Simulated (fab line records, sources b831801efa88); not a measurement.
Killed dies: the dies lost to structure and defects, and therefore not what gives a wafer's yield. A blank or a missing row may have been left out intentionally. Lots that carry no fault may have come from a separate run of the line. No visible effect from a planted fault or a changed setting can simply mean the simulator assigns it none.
Which tool did it?    flow gf180mcu    39 wafers from 14 lots sampled at 3 of the route's 602 steps

## WHAT EACH GAUGE READ, for each wafer
GF_M1_CD_MEAS_14: the cd target is 230 nm. Usual: 229.7 nm for cd nm, sd 1.3.
lot   measured      on         cd nm (nm)         flag
L537  day 17 00:32  cd sem-01  230.2 228.2 228.5  
L538  day 17 12:25  cd sem-01  230.7 231.5 229.5  
L539  day 17 16:16  cd sem-02  228.7 229.3 230.0  
L540  day 18 05:33  cd sem-02  228.5 230.8 230.1  
L542  day 18 21:33  cd sem-01  230.8 230.5 229.9  
L543  day 19 13:10  cd sem-02  230.7 229.8 231.6  
L544  day 19 16:25  cd sem-02  231.1 232.6 231.1  
L545  day 20 04:27  cd sem-01  229.6 230.4        
L546  day 20 10:17  cd sem-02  227.7              
L549  day 21 18:28  cd sem-01  229.8 230.0 231.9  
L551  day 22 18:59  cd sem-01  228.9 228.4 228.3  
L553  day 23 05:28  cd sem-02  232.1 233.6 233.4  
L558  day 24 15:05  cd sem-02  228.8 228.1 229.4  
L559  day 24 17:40  cd sem-02  228.3 228.4 227.9  

GF_V1_THK_MEAS_25: measures by xrf. Usual: for V1_W_THK the level is 364 nm and the standard deviation is 7.
lot   measured      on             V1_W_THK (nm)  flag
L537  day 18 02:50  film metro-02  366 365 361    
L538  day 18 14:07  film metro-03  378 356 372    
L539  day 18 18:35  film metro-01  381 366 377    
L540  day 19 07:34  film metro-02  359 359 361    
L542  day 20 00:10  film metro-03  379 374 376    
L543  day 20 15:48  film metro-02  357 359 360    
L544  day 20 18:57  film metro-02  369 369 366    
L545  day 21 06:28  film metro-01  358 361        
L546  day 21 12:43  film metro-03  363            
L549  day 22 20:28  film metro-03  359 353 358    
L551  day 23 20:22  film metro-02  364 368 365    
L553  day 24 05:57  film metro-03  355 374 356    
L558  day 25 16:07  film metro-02  358 374 359    
L559  day 25 17:59  film metro-03  355 375 359    

## WHAT TOOL EACH LOT RAN ON (gives the tool, then ch and the chambers of the sampled wafers, and finally the start)
lot   GF_V1_ETCH_17
L537  rie diel-04 ch 1,2, day 18 01:00
L538  rie diel-02 ch 0,2,3, day 18 13:00
L539  rie diel-04 ch 0,1,3, day 18 17:00
L540  rie diel-03 ch 1,2,3, day 19 06:00
L542  rie diel-02 ch 0,2,3, day 19 23:00
L543  rie diel-03 ch 1,2,3, day 20 14:00
L544  rie diel-04 ch 0,2,3, day 20 17:00
L545  rie diel-03 ch 0,3, day 21 05:00
L546  rie diel-03 ch 0, day 21 11:00
L549  rie diel-02 ch 0,1,2, day 22 19:00
L551  rie diel-02 ch 0,1,3, day 23 19:00
L553  rie diel-04 ch 0,1, day 24 04:00
L558  rie diel-02 ch 0,1,2, day 25 15:00
L559  rie diel-04 ch 0,2,3, day 25 16:00
- GF_V1_ETCH_17: etches SiO2 in C4F8/O2/Ar, stops on TiN, target depth 630 nm.

## AS READ BY THE TOOLS THEMSELVES (means over the sampled wafers that have a number; for cases with no such wafer, the mark the record gives instead)
GF_V1_ETCH_17. Usual: bias w 1200 W, standard deviation 3.4; oes product au 0.856 a.u., standard deviation 0.0048; rf fwd power W 1494 W, standard deviation 4.4.
lot   tool         bias w (W)  oes product au (a.u.)  rf fwd power W (W)  flag
L537  rie diel-04  1201        0.855                  1496                
L538  rie diel-02  1202        0.854                  1492                
L539  rie diel-04  1199        0.856                  1493                
L540  rie diel-03  1200        0.857                  1495                
L542  rie diel-02  1199        0.855                  1491                
L543  rie diel-03  1202        0.858                  1496                
L544  rie diel-04  1201        0.856                  1492                
L545  rie diel-03  1199        0.850                  1376                OFF
L546  rie diel-03  1197        0.847                  1256                OFF
L549  rie diel-02  1200        0.858                  1496                
L551  rie diel-02  1199        0.854                  1493                
L553  rie diel-04  1197        0.851                  1494                
L558  rie diel-02  1198        0.853                  1491                
L559  rie diel-04  1199        0.855                  1495                

## THE ANSWER, worked out from the rows above alone
Rule: a lot counts as off when the mean over its wafers that have a number is more than 3 standard deviations away from the usual mean. Also off: a lot with no number at a reading for which 4 or more lots have one. Where the step has rows for the other lots, those lots are counted as sound. The gauges are gone through in route order, then the tools' own readings, and for those a lot's mean is taken as printed above. The first step at which some lot is off is used, and at that step the reading that is off furthest; a lot without a number counts as furthest.
Off at GF_V1_ETCH_17 (rf fwd power W): L545, L546.
A tool fits if, at that step or a process step before it, it ran every lot that is off, and no sound lot after the first of them. One candidate fits, namely rie diel-03 at GF_V1_ETCH_17. A fault onset in the window from L543 (day 20 14:00, its last sound lot) to L545 (day 21 05:00, its first lot off) fits.
On the lots that are off, the tool's own readings at GF_V1_ETCH_17 differ by more than 5 times the standard deviation of the sound lots' means, which bears it out; rf fwd power W reads 1316 W there versus 1494 W on the sound lots.

## WHAT THE SIMULATOR HAD INSERTED
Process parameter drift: rie diel-03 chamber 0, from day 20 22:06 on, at GF_V1_ETCH_17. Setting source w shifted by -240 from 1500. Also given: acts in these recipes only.
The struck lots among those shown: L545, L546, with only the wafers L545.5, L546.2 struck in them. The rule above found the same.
